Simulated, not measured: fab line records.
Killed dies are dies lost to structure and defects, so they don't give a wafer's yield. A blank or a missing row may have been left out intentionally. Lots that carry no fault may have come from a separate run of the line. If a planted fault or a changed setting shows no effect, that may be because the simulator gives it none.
Which tool did it? -- flow gf180mcu -- at 1 step of a route of 602, 7 lots with 21 wafers sampled

== WHAT THE GAUGES SHOWED, per wafer ==
GF_STI_THK_MEAS_22.
lot,measured,on,STI_OXIDATION_01_THK (nm)
L521,day 2 09:34,film_metro-04,15.7 15.7 15.9
L525,day 3 06:40,film_metro-02,15.2 15.4 15.3
L529,day 4 06:16,film_metro-01,15.5 15.3 15.3
L531,day 4 13:09,film_metro-04,14.9 15.1 15.1
L537,day 5 19:37,film_metro-04,14.7 14.7 14.8
L540,day 6 11:34,film_metro-01,15.2 15.2 15.0
L543,day 7 00:34,film_metro-02,15.0 15.2 15.3

== TOOL THAT RAN EACH LOT (tool first, then ch and the chambers of the sampled wafers, then the start) ==
The record shows no process step preceding these readings.

== THE ANSWER, worked out from the rows above alone ==
Rule: the usual values come from the lots themselves. Put in order of their means at a reading, lots are off if they are a third of the lots or fewer, leave a main group of 4 or more, and stand apart from it by a gap of 3 or more times the standard deviation of the main group's means; of several such gaps the widest counts. Not used: any main group whose means are identical at the precision the tables above print for the reading. Also off: a lot with no number at a reading for which 4 or more lots have one. Where the step has rows for the other lots, those lots are counted as sound.
Across all readings shown, no lot is off: no conclusion can be drawn from this.

== WHAT WAS PUT IN BY THE SIMULATOR ==
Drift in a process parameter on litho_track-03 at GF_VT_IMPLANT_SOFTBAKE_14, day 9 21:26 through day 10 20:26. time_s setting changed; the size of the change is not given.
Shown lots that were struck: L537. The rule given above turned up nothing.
